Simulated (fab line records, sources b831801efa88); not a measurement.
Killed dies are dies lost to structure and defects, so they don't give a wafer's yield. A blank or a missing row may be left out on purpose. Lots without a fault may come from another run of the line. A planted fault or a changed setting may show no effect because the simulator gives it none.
Split-lot experiment | flow sfq_line | 5 lots, 23 wafers read, on a route of 325 steps

THE SPLIT
At SFQ_TRILAYER_JJ_CE_LITHO_PEB_117 (peb time 60 s), the setting peb_time_s was moved away from the recipe's 60 s on 9 of the 23 wafers read, by -13.5% to +14.7%. The other wafers ran this setting at the recipe's value.

FROM THE SPLIT TO THE READING: what the file shows between them, 1 step
- SFQ_TRILAYER_JJ_CE_LITHO_DEVELOP_116: time 60 s

THE READING
cd_nm, in nm, at SFQ_TRILAYER_JJ_CE_METRO_MEASURE_117. Fault-free wafers of this fab line usually give 700.3 nm, standard deviation 1.4 nm.

wafer  | tool, chamber at the split | peb_time_s as run, s | against the recipe | cd_nm, nm | against lot-mates on the recipe
L074.1 | litho_track-01, 0          | 60                   | recipe             | 697.4     | -
L074.2 | litho_track-01, 0          | 54.2                 | -9.7%              | 712.8     | +15.1
L074.3 | litho_track-01, 0          | 60                   | recipe             | 697.3     | -
L074.4 | litho_track-01, 0          | 60                   | recipe             | 698.3     | -
L074.6 | litho_track-01, 0          | 54.2                 | -9.7%              | 711.7     | +14.0
L076.1 | litho_track-01, 0          | 60                   | recipe             | 701.4     | -
L076.2 | litho_track-01, 0          | 60                   | recipe             | 700.5     | -
L076.3 | litho_track-01, 0          | 51.88                | -13.5%             | 721.9     | +20.9
L076.5 | litho_track-01, 0          | 51.88                | -13.5%             | 721.1     | +20.1
L076.6 | litho_track-01, 0          | 60                   | recipe             | 701.2     | -
L080.1 | litho_track-04, 0          | 60                   | recipe             | 701.1     | -
L080.2 | litho_track-04, 0          | 60                   | recipe             | 701.1     | -
L080.3 | litho_track-04, 0          | 57.27                | -4.5%              | 707.1     | +6.2
L080.4 | litho_track-04, 0          | 57.27                | -4.5%              | 707.2     | +6.3
L080.5 | litho_track-04, 0          | 60                   | recipe             | 700.4     | -
L081.1 | litho_track-04, 0          | 68.82                | +14.7%             | 681.8     | -18.9
L081.2 | litho_track-04, 0          | 60                   | recipe             | 700.7     | -
L081.4 | litho_track-04, 0          | 68.82                | +14.7%             | 681.4     | -19.3
L081.5 | litho_track-04, 0          | 60                   | recipe             | 700.6     | -
L081.6 | litho_track-04, 0          | 68.82                | +14.7%             | 681.9     | -18.8
L082.1 | litho_track-04, 0          | 60                   | recipe             | 702.1     | -
L082.2 | litho_track-04, 0          | 60                   | recipe             | 702.0     | -
L082.4 | litho_track-04, 0          | 60                   | recipe             | 701.2     | -

THE FIT
A straight line over all 23 wafers: cd_nm changes by -1.35 nm for each +1% of peb_time_s; r = -0.99; the points scatter about the line by 1.6 nm.
The same after taking each lot's own level away (the mean of its wafers on the recipe; 23 wafers): -1.39 nm for each +1%; r = -1.00; scatter 0.8 nm.
On that fit, the largest move of peb_time_s shifts the reading by 20 nm.
The lots' own levels span 697.67 to 701.77 nm, that is 2.9 times the standard deviation above.
So the lot-to-lot level changes the slope little: the two slopes agree.
Check: with one of the wafers moved furthest among these (+14.7%) left out of the fit, the line predicts -20.3 nm for it against its lot-mates. It came out at -18.9 nm against them.

THE WHOLE CHAIN: every reading that the file lists as answering this split, in the file's order
step                                 | what it does                                              | reading                                                   | change (the file's fit)              | r (the file's)
SFQ_TRILAYER_JJ_CE_METRO_MEASURE_117 |                                                           | cd_nm                                                     | -1.41 nm for each +1% of the setting | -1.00
SFQ_TRILAYER_JJ_CE_BARC_OPEN_RIE_150 | chemistry O2, target BARC, target depth 240 nm, time 80 s | JJ.cd_nm (the simulator's own value, which no gauge read) | -1.43 nm for each +1% of the setting | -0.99

THE FILE'S OWN FIT
cd_nm changes by -1.41 nm for each +1% of peb_time_s, r = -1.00.
